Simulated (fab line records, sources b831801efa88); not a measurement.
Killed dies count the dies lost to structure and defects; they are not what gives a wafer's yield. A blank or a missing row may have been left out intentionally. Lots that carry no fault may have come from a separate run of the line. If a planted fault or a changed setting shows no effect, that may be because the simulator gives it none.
fab line records    flow sky130
record lots=24  wafers=72  lastDay=50
route steps=708 shown LI_CONTACT@381 VIA2@527 VIA3@585 CAP2M@606
lots that met no fault: taken from a fault-free run of the same line
startH: hours from the record's first day to the start of the lot's first wafer shown    waitH: how many hours have passed since the lot's step before this one    " repeats the value in the row above    L1.1+2: several wafers, shown together as one row    - value missing, or start not given    * or withheld: withheld    < > ~ a bound
route shown NAME@n: names a module that has steps shown in the file, with the first one's number in the route    usual: mean and standard deviation over wafers with no fault    same: alike in all rows    chamber/n: place in a boat    sites: the reading at each site    _std_site: standard deviation across them    _edge_site: inner sites' mean taken away from outer sites' mean    radiusMm: for every site, how far away it sits from the centre of the wafer    mask NAME#n: copy n    behind: the last tool/chamber to shape the wafer    hold: reason for holding the lot/hours on hold/outcome of the hold    device: whichever transistor did not switch (one of n, p or np)    end of line: tests of these same wafers at the route's end    a step given without rows: its recipe and nothing more    killed: dies that structure and defects cost at the first sort, which is not the same as the wafer's yield    map: shows each die of a wafer: x if killed, . if not, _ if none is there
set.NAME: setting as actually run; set.NAME@STEP: the setting as run at that earlier step    model.NAME: the simulator's own value behind a step, which no gauge read
a sample of lots followed through the steps of the route, with each step as a table and each wafer as a row
services: from which hour (startH, from the record's first day; less than 0 if before it) a tool's chamber was out of use, for how many hours, and why
## steps
# step SKY_LI_CONTACT_SPUTTER_19
# recipe material=Ti  targetThkNm=20  chamberPressurePa=5  powerW=2500  substrateTempC=200  timeS=106.37
# usual throttleValvePct=29.7/0.71
lot.wafer  tool           chamber  startH  waitH  throttleValvePct
L074.1     pvdSputter-01  -        665.17  0.0    29.9
L074.2     "              -        "       "      30.3
L074.3     "              -        "       "      29.5
L075.1     pvdSputter-01  -        685.24  0.0    29.9
L075.4     "              -        "       "      30.3
L075.5     "              -        "       "      29.2
L076.1     pvdSputter-04  -        696.22  0.0    30.3
L076.3     "              -        "       "      29.4
L076.4     "              -        "       "      31.1
L077.1     pvdSputter-04  -        705.62  0.0    29.3
L077.4     "              -        "       "      31.0
L077.6     "              -        "       "      29.4
L078.2     pvdSputter-04  -        709.77  0.0    30.8
L078.3     "              -        "       "      28.7
L078.5     "              -        "       "      30.2
L079.3     pvdSputter-04  -        715.77  0.0    29.0
L079.4     "              -        "       "      30.2
L079.5     "              -        "       "      29.1
L080.2     pvdSputter-03  -        723.25  0.0    29.5
L080.3     "              -        "       "      28.8
L080.6     "              -        "       "      27.8
L081.2     pvdSputter-03  -        732.74  0.0    28.8
L081.5     "              -        "       "      29.7
L081.6     "              -        "       "      27.6
L082.2     pvdSputter-03  -        738.99  0.0    28.9
L082.3     "              -        "       "      27.7
L082.6     "              -        "       "      29.8
L083.3     pvdSputter-01  -        747.97  0.0    29.7
L083.4     "              -        "       "      29.5
L083.6     "              -        "       "      29.8
L084.2     pvdSputter-01  -        765.48  0.0    29.6
L084.4     "              -        "       "      29.2
L084.6     "              -        "       "      30.0
L085.1     pvdSputter-04  -        765.67  0.0    29.8
L085.2     "              -        "       "      29.4
L085.5     "              -        "       "      31.0
L086.2     pvdSputter-04  -        775.97  0.0    28.5
L086.3     "              -        "       "      30.9
L086.6     "              -        "       "      29.6
L087.1     pvdSputter-01  -        782.50  0.0    29.9
L087.2     "              -        "       "      30.2
L087.3     "              -        "       "      29.3
L088.1     pvdSputter-03  -        791.52  0.0    29.0
L088.4     "              -        "       "      29.9
L088.5     "              -        "       "      28.7
L089.1     pvdSputter-01  -        801.81  0.0    29.3
L089.4     "              -        "       "      30.1
L089.6     "              -        "       "      30.0
L090.1     pvdSputter-01  -        805.17  0.0    29.7
L090.3     "              -        "       "      29.4
L090.6     "              -        "       "      29.7
L091.1     pvdSputter-01  -        814.72  0.0    29.8
L091.3     "              -        "       "      30.6
L091.4     "              -        "       "      29.2
L092.1     pvdSputter-04  -        824.26  0.0    29.4
L092.2     "              -        "       "      28.7
L092.6     "              -        "       "      29.4
L093.2     pvdSputter-04  -        825.50  0.0    28.6
L093.3     "              -        "       "      30.3
L093.4     "              -        "       "      31.0
L094.1     pvdSputter-01  -        835.60  0.0    29.7
L094.3     "              -        "       "      29.9
L094.6     "              -        "       "      29.6
L095.1     pvdSputter-01  -        841.32  0.0    29.7
L095.4     "              -        "       "      29.8
L095.5     "              -        "       "      30.0
L096.2     pvdSputter-01  -        846.89  0.0    29.9
L096.5     "              -        "       "      29.7
L096.6     "              -        "       "      29.6
L097.3     pvdSputter-01  -        867.98  0.0    30.0
L097.4     "              -        "       "      30.5
L097.5     "              -        "       "      30.4
# step SKY_LI_CONTACT_RS_MEAS_22
# recipe thkMeasGauge=four-point-probe  reads=W_of_LI_CONTACT_CVD_21+TiN_of_LI_CONTACT_SPUTTER_20+Ti_of_LI_CONTACT_SPUTTER_19
# usual LI_CONTACT_W_RS=0.2833/0.0028
lot.wafer  tool          chamber  startH  waitH  LI_CONTACT_W_RS[ohm/sq]
L074.1     filmMetro-01  -        665.43  0.1    0.2807
L074.2     "             -        "       "      0.2882
L074.3     "             -        "       "      0.2821
L075.1     filmMetro-01  -        685.50  0.1    0.2824
L075.4     "             -        "       "      0.2796
L075.5     "             -        "       "      0.2816
L076.1     filmMetro-03  -        696.48  0.1    0.2808
L076.3     "             -        "       "      0.2885
L076.4     "             -        "       "      0.2861
L077.1     filmMetro-04  -        706.00  0.2    0.2777
L077.4     "             -        "       "      0.2820
L077.6     "             -        "       "      0.2821
L078.2     filmMetro-04  -        710.17  0.2    0.2794
L078.3     "             -        "       "      0.2802
L078.5     "             -        "       "      0.2776
L079.3     filmMetro-03  -        716.07  0.1    0.2796
L079.4     "             -        "       "      0.2813
L079.5     "             -        "       "      0.2812
L080.2     filmMetro-03  -        723.53  0.1    0.2801
L080.3     "             -        "       "      0.2837
L080.6     "             -        "       "      0.2861
L081.2     filmMetro-03  -        733.02  0.1    0.2832
L081.5     "             -        "       "      0.2842
L081.6     "             -        "       "      0.2853
L082.2     filmMetro-01  -        739.27  0.1    0.2819
L082.3     "             -        "       "      0.2850
L082.6     "             -        "       "      0.2864
L083.3     filmMetro-03  -        748.27  0.1    0.2836
L083.4     "             -        "       "      0.2803
L083.6     "             -        "       "      0.2825
L084.2     filmMetro-03  -        765.90  0.1    0.2850
L084.4     "             -        "       "      0.2851
L084.6     "             -        "       "      0.2860
L085.1     filmMetro-01  -        765.93  0.1    0.2842
L085.2     "             -        "       "      0.2830
L085.5     "             -        "       "      0.2794
L086.2     filmMetro-03  -        776.25  0.1    0.2846
L086.3     "             -        "       "      0.2796
L086.6     "             -        "       "      0.2831
L087.1     filmMetro-01  -        782.77  0.1    0.2846
L087.2     "             -        "       "      0.2857
L087.3     "             -        "       "      0.2765
L088.1     filmMetro-01  -        791.78  0.1    0.2770
L088.4     "             -        "       "      0.2789
L088.5     "             -        "       "      0.2808
L089.1     filmMetro-01  -        802.07  0.1    0.2847
L089.4     "             -        "       "      0.2877
L089.6     "             -        "       "      0.2839
L090.1     filmMetro-04  -        805.43  0.1    0.2830
L090.3     "             -        "       "      0.2856
L090.6     "             -        "       "      0.2857
L091.1     filmMetro-01  -        814.98  0.1    0.2764
L091.3     "             -        "       "      0.2807
L091.4     "             -        "       "      0.2855
L092.1     filmMetro-04  -        824.52  0.1    0.2836
L092.2     "             -        "       "      0.2801
L092.6     "             -        "       "      0.2812
L093.2     filmMetro-01  -        825.78  0.1    0.2831
L093.3     "             -        "       "      0.2845
L093.4     "             -        "       "      0.2827
L094.1     filmMetro-04  -        835.86  0.1    0.2885
L094.3     "             -        "       "      0.2850
L094.6     "             -        "       "      0.2851
L095.1     filmMetro-04  -        841.58  0.1    0.2830
L095.4     "             -        "       "      0.2841
L095.5     "             -        "       "      0.2863
L096.2     filmMetro-04  -        847.17  0.1    0.2826
L096.5     "             -        "       "      0.2829
L096.6     "             -        "       "      0.2851
L097.3     filmMetro-01  -        868.41  0.2    0.2862
L097.4     "             -        "       "      0.2858
L097.5     "             -        "       "      0.2854
# step SKY_VIA2_SPUTTER_20
# recipe material=TiN  targetThkNm=20  chamberPressurePa=5  powerW=4000  timeS=80
# usual throttleValvePct=29.6/1.3
lot.wafer  tool           chamber  startH   waitH  throttleValvePct
L074.1     pvdSputter-01  -        839.64   0.0    29.7
L074.2     "              -        "        "      29.8
L074.3     "              -        "        "      29.3
L075.1     pvdSputter-01  -        856.80   0.0    29.2
L075.4     "              -        "        "      29.8
L075.5     "              -        "        "      30.2
L076.1     pvdSputter-02  -        870.50   0.0    28.3
L076.3     "              -        "        "      30.1
L076.4     "              -        "        "      31.5
L077.1     pvdSputter-04  -        876.76   0.0    30.2
L077.4     "              -        "        "      29.1
L077.6     "              -        "        "      31.1
L078.2     pvdSputter-01  -        882.59   0.0    29.9
L078.3     "              -        "        "      30.0
L078.5     "              -        "        "      29.9
L079.3     pvdSputter-04  -        886.31   0.0    30.9
L079.4     "              -        "        "      30.2
L079.5     "              -        "        "      30.3
L080.2     pvdSputter-02  -        892.69   0.0    31.1
L080.3     "              -        "        "      30.0
L080.6     "              -        "        "      31.3
L081.2     pvdSputter-02  -        900.99   0.0    30.0
L081.5     "              -        "        "      30.1
L081.6     "              -        "        "      28.7
L082.2     pvdSputter-04  -        907.46   0.0    29.9
L082.3     "              -        "        "      28.8
L082.6     "              -        "        "      29.5
L083.3     pvdSputter-01  -        914.96   0.0    29.3
L083.4     "              -        "        "      29.9
L083.6     "              -        "        "      29.9
L084.2     pvdSputter-01  -        931.61   0.0    29.7
L084.4     "              -        "        "      30.4
L084.6     "              -        "        "      30.3
L085.1     pvdSputter-01  -        932.84   0.0    29.7
L085.2     "              -        "        "      30.2
L085.5     "              -        "        "      30.3
L086.2     pvdSputter-04  -        940.22   0.0    30.0
L086.3     "              -        "        "      28.8
L086.6     "              -        "        "      29.3
L087.1     pvdSputter-02  -        947.04   0.0    31.3
L087.2     "              -        "        "      28.6
L087.3     "              -        "        "      26.4
L088.1     pvdSputter-04  -        953.34   0.0    28.6
L088.4     "              -        "        "      30.0
L088.5     "              -        "        "      30.0
L089.1     pvdSputter-02  -        966.01   0.0    26.3
L089.4     "              -        "        "      31.1
L089.6     "              -        "        "      31.2
L090.1     pvdSputter-01  -        969.01   0.0    29.7
L090.3     "              -        "        "      29.4
L090.6     "              -        "        "      30.3
L091.1     pvdSputter-02  -        977.71   0.0    31.4
L091.3     "              -        "        "      26.5
L091.4     "              -        "        "      30.4
L092.1     pvdSputter-01  -        983.69   0.0    30.1
L092.2     "              -        "        "      29.3
L092.6     "              -        "        "      30.0
L093.2     pvdSputter-02  -        986.65   0.0    28.5
L093.3     "              -        "        "      31.5
L093.4     "              -        "        "      29.9
L094.1     pvdSputter-02  -        995.95   0.0    31.6
L094.3     "              -        "        "      30.1
L094.6     "              -        "        "      31.4
L095.1     pvdSputter-01  -        999.70   0.0    29.3
L095.4     "              -        "        "      30.0
L095.5     "              -        "        "      30.1
L096.2     pvdSputter-01  -        1003.91  0.0    29.9
L096.5     "              -        "        "      29.7
L096.6     "              -        "        "      29.8
L097.3     pvdSputter-04  -        1024.27  0.0    28.7
L097.4     "              -        "        "      30.9
L097.5     "              -        "        "      28.7
# step SKY_VIA2_RS_MEAS_22
# recipe thkMeasGauge=four-point-probe  reads=W_of_VIA2_CVD_21+TiN_of_VIA2_SPUTTER_20
# usual VIA2_W_RS=0.2736/0.0023
lot.wafer  tool          chamber  startH   waitH  VIA2_W_RS[ohm/sq]
L074.1     filmMetro-02  -        839.83   0.1    0.2734
L074.2     "             -        "        "      0.2736
L074.3     "             -        "        "      0.2709
L075.1     filmMetro-04  -        856.99   0.1    0.2748
L075.4     "             -        "        "      0.2734
L075.5     "             -        "        "      0.2739
L076.1     filmMetro-03  -        870.82   0.2    0.2696
L076.3     "             -        "        "      0.2698
L076.4     "             -        "        "      0.2705
L077.1     filmMetro-04  -        876.95   0.1    0.2760
L077.4     "             -        "        "      0.2780
L077.6     "             -        "        "      0.2729
L078.2     filmMetro-04  -        882.80   0.1    0.2742
L078.3     "             -        "        "      0.2734
L078.5     "             -        "        "      0.2745
L079.3     filmMetro-02  -        886.54   0.1    0.2771
L079.4     "             -        "        "      0.2738
L079.5     "             -        "        "      0.2776
L080.2     filmMetro-04  -        892.90   0.1    0.2756
L080.3     "             -        "        "      0.2748
L080.6     "             -        "        "      0.2773
L081.2     filmMetro-04  -        901.20   0.1    0.2766
L081.5     "             -        "        "      0.2718
L081.6     "             -        "        "      0.2757
L082.2     filmMetro-04  -        907.67   0.1    0.2742
L082.3     "             -        "        "      0.2725
L082.6     "             -        "        "      0.2721
L083.3     filmMetro-02  -        915.19   0.1    0.2689
L083.4     "             -        "        "      0.2705
L083.6     "             -        "        "      0.2715
L084.2     filmMetro-04  -        931.82   0.1    0.2725
L084.4     "             -        "        "      0.2751
L084.6     "             -        "        "      0.2752
L085.1     filmMetro-04  -        933.03   0.1    0.2736
L085.2     "             -        "        "      0.2675
L085.5     "             -        "        "      0.2701
L086.2     filmMetro-04  -        940.44   0.1    0.2720
L086.3     "             -        "        "      0.2712
L086.6     "             -        "        "      0.2731
L087.1     filmMetro-02  -        947.23   0.1    0.2736
L087.2     "             -        "        "      0.2704
L087.3     "             -        "        "      0.2743
L088.1     filmMetro-03  -        953.53   0.1    0.2792
L088.4     "             -        "        "      0.2762
L088.5     "             -        "        "      0.2748
L089.1     filmMetro-04  -        966.20   0.1    0.2749
L089.4     "             -        "        "      0.2711
L089.6     "             -        "        "      0.2734
L090.1     filmMetro-02  -        969.20   0.1    0.2730
L090.3     "             -        "        "      0.2753
L090.6     "             -        "        "      0.2697
L091.1     filmMetro-04  -        977.90   0.1    0.2760
L091.3     "             -        "        "      0.2750
L091.4     "             -        "        "      0.2750
L092.1     filmMetro-02  -        983.88   0.1    0.2724
L092.2     "             -        "        "      0.2710
L092.6     "             -        "        "      0.2739
L093.2     filmMetro-04  -        986.86   0.1    0.2721
L093.3     "             -        "        "      0.2754
L093.4     "             -        "        "      0.2725
L094.1     filmMetro-03  -        996.14   0.1    0.2720
L094.3     "             -        "        "      0.2736
L094.6     "             -        "        "      0.2767
L095.1     filmMetro-03  -        999.89   0.1    0.2710
L095.4     "             -        "        "      0.2749
L095.5     "             -        "        "      0.2718
L096.2     filmMetro-02  -        1004.12  0.1    0.2725
L096.5     "             -        "        "      0.2744
L096.6     "             -        "        "      0.2738
L097.3     filmMetro-03  -        1024.51  0.1    0.2700
L097.4     "             -        "        "      0.2727
L097.5     "             -        "        "      0.2724
# step SKY_VIA3_CD_MEAS_12
# recipe targetCdNm=200
# usual cdNm=199.9/1.5
lot.wafer  tool      chamber  startH   waitH  cdNm
L074.1     cdSem-01  -        920.36   -      199.4
L074.2     "         -        "        "      200.1
L074.3     "         -        "        "      198.7
L075.1     cdSem-01  -        935.41   -      201.0
L075.4     "         -        "        "      201.3
L075.5     "         -        "        "      198.8
L076.1     cdSem-01  -        950.01   -      200.1
L076.3     "         -        "        "      199.0
L076.4     "         -        "        "      201.5
L077.1     cdSem-02  -        954.47   -      197.6
L077.4     "         -        "        "      197.3
L077.6     "         -        "        "      198.6
L078.2     cdSem-02  -        961.25   -      198.5
L078.3     "         -        "        "      199.3
L078.5     "         -        "        "      198.5
L079.3     cdSem-01  -        963.90   -      201.0
L079.4     "         -        "        "      200.1
L079.5     "         -        "        "      199.1
L080.2     cdSem-02  -        970.14   -      202.9
L080.3     "         -        "        "      202.8
L080.6     "         -        "        "      201.3
L081.2     cdSem-02  -        977.23   -      199.8
L081.5     "         -        "        "      199.4
L081.6     "         -        "        "      197.8
L082.2     cdSem-01  -        982.83   -      199.0
L082.3     "         -        "        "      198.8
L082.6     "         -        "        "      199.2
L083.3     cdSem-02  -        991.00   -      201.5
L083.4     "         -        "        "      201.3
L083.6     "         -        "        "      202.1
L084.2     cdSem-01  -        1006.73  -      202.2
L084.4     "         -        "        "      201.2
L084.6     "         -        "        "      202.5
L085.1     cdSem-01  -        1007.41  -      199.0
L085.2     "         -        "        "      199.7
L085.5     "         -        "        "      199.0
L086.2     cdSem-01  -        1014.93  -      199.3
L086.3     "         -        "        "      199.0
L086.6     "         -        "        "      200.8
L087.1     cdSem-02  -        1021.36  -      196.8
L087.2     "         -        "        "      197.3
L087.3     "         -        "        "      197.9
L088.1     cdSem-01  -        1026.93  -      200.8
L088.4     "         -        "        "      200.7
L088.5     "         -        "        "      201.9
L089.1     cdSem-01  -        1038.28  -      201.6
L089.4     "         -        "        "      200.7
L089.6     "         -        "        "      200.8
L090.1     cdSem-01  -        1041.71  -      198.5
L090.3     "         -        "        "      199.6
L090.6     "         -        "        "      199.4
L091.1     cdSem-02  -        1050.73  -      201.9
L091.3     "         -        "        "      202.6
L091.4     "         -        "        "      201.9
L092.1     cdSem-02  -        1054.61  -      202.0
L092.2     "         -        "        "      200.9
L092.6     "         -        "        "      200.6
L093.2     cdSem-02  -        1058.43  -      197.3
L093.3     "         -        "        "      196.9
L093.4     "         -        "        "      197.7
L094.1     cdSem-01  -        1067.62  -      201.7
L094.3     "         -        "        "      200.0
L094.6     "         -        "        "      199.5
L095.1     cdSem-02  -        1069.87  -      199.1
L095.4     "         -        "        "      199.4
L095.5     "         -        "        "      198.0
L096.2     cdSem-01  -        1073.43  -      199.9
L096.5     "         -        "        "      201.2
L096.6     "         -        "        "      200.3
L097.3     cdSem-01  -        1092.87  -      200.8
L097.4     "         -        "        "      200.4
L097.5     "         -        "        "      199.5
# step SKY_CAP2M_RS_MEAS_03
# recipe thkMeasGauge=four-point-probe  reads=TiN_of_CAP2M_SPUTTER_02
# usual CAP2M_TIN_RS=6.90/0.071
lot.wafer  tool          chamber  startH   waitH  CAP2M_TIN_RS[ohm/sq]
L074.1     filmMetro-02  -        922.23   0.1    6.93
L074.2     "             -        "        "      6.88
L074.3     "             -        "        "      6.91
L075.1     filmMetro-03  -        937.28   0.1    6.83
L075.4     "             -        "        "      6.87
L075.5     "             -        "        "      6.89
L076.1     filmMetro-03  -        951.88   0.1    6.93
L076.3     "             -        "        "      6.93
L076.4     "             -        "        "      6.88
L077.1     filmMetro-01  -        956.46   0.1    6.94
L077.4     "             -        "        "      6.97
L077.6     "             -        "        "      6.90
L078.2     filmMetro-01  -        963.12   0.1    6.98
L078.3     "             -        "        "      6.98
L078.5     "             -        "        "      7.04
L079.3     filmMetro-03  -        965.98   0.1    6.83
L079.4     "             -        "        "      6.88
L079.5     "             -        "        "      6.80
L080.2     filmMetro-03  -        972.01   0.1    6.87
L080.3     "             -        "        "      6.85
L080.6     "             -        "        "      6.87
L081.2     filmMetro-01  -        979.09   0.1    6.92
L081.5     "             -        "        "      6.96
L081.6     "             -        "        "      6.92
L082.2     filmMetro-03  -        984.90   0.1    6.89
L082.3     "             -        "        "      6.87
L082.6     "             -        "        "      6.89
L083.3     filmMetro-02  -        992.90   0.1    6.89
L083.4     "             -        "        "      6.89
L083.6     "             -        "        "      6.88
L084.2     filmMetro-02  -        1008.65  0.1    7.06
L084.4     "             -        "        "      7.03
L084.6     "             -        "        "      7.10
L085.1     filmMetro-03  -        1009.33  0.1    6.91
L085.2     "             -        "        "      6.84
L085.5     "             -        "        "      6.90
L086.2     filmMetro-01  -        1016.79  0.1    6.85
L086.3     "             -        "        "      6.84
L086.6     "             -        "        "      6.81
L087.1     filmMetro-01  -        1023.26  0.1    6.88
L087.2     "             -        "        "      6.80
L087.3     "             -        "        "      6.83
L088.1     filmMetro-03  -        1028.79  0.1    6.92
L088.4     "             -        "        "      6.92
L088.5     "             -        "        "      6.91
L089.1     filmMetro-01  -        1040.14  0.1    6.98
L089.4     "             -        "        "      6.98
L089.6     "             -        "        "      6.92
L090.1     filmMetro-02  -        1044.33  0.1    6.89
L090.3     "             -        "        "      6.86
L090.6     "             -        "        "      6.95
L091.1     filmMetro-01  -        1053.01  0.1    6.93
L091.3     "             -        "        "      6.96
L091.4     "             -        "        "      6.95
L092.1     filmMetro-01  -        1056.47  0.1    6.81
L092.2     "             -        "        "      6.88
L092.6     "             -        "        "      6.87
L093.2     filmMetro-03  -        1060.29  0.1    6.76
L093.3     "             -        "        "      6.83
L093.4     "             -        "        "      6.74
L094.1     filmMetro-01  -        1069.49  0.1    7.02
L094.3     "             -        "        "      6.93
L094.6     "             -        "        "      6.93
L095.1     filmMetro-02  -        1071.74  0.1    6.77
L095.4     "             -        "        "      6.80
L095.5     "             -        "        "      6.75
L096.2     filmMetro-01  -        1075.34  0.1    6.99
L096.5     "             -        "        "      6.92
L096.6     "             -        "        "      6.80
L097.3     filmMetro-01  -        1094.76  0.1    6.94
L097.4     "             -        "        "      6.86
L097.5     "             -        "        "      6.86
## services
tool           chamber  startH   hours  kind
pvdSputter-04  -        651.32   11.7   repair
pvdSputter-01  -        656.96   7.8    repair
pvdSputter-02  -        669.85   0.9    repair
pvdSputter-01  2        707.06   -      consumableReplace:kit
pvdSputter-01  2        707.06   18.0   scheduledDown
pvdSputter-01  2        707.06   18.0   ventCycle
pvdSputter-04  -        723.35   2.1    repair
pvdSputter-03  -        724.94   3.4    repair
pvdSputter-02  -        738.18   6.3    repair
pvdSputter-01  -        740.09   3.8    repair
pvdSputter-02  -        742.22   2.6    repair
pvdSputter-02  -        782.67   3.3    repair
pvdSputter-04  -        786.95   4.6    repair
pvdSputter-01  -        811.99   2.3    repair
pvdSputter-03  -        821.12   5.7    repair
pvdSputter-02  -        833.03   6.0    repair
pvdSputter-02  -        848.86   2.2    repair
pvdSputter-03  -        911.40   2.3    repair
pvdSputter-02  -        922.04   4.1    repair
pvdSputter-02  -        941.44   5.5    repair
pvdSputter-02  -        952.73   1.2    repair
pvdSputter-03  -        982.94   2.3    repair
pvdSputter-03  -        990.50   90.0   repair
pvdSputter-02  -        1020.75  3.3    repair
## key
fault none
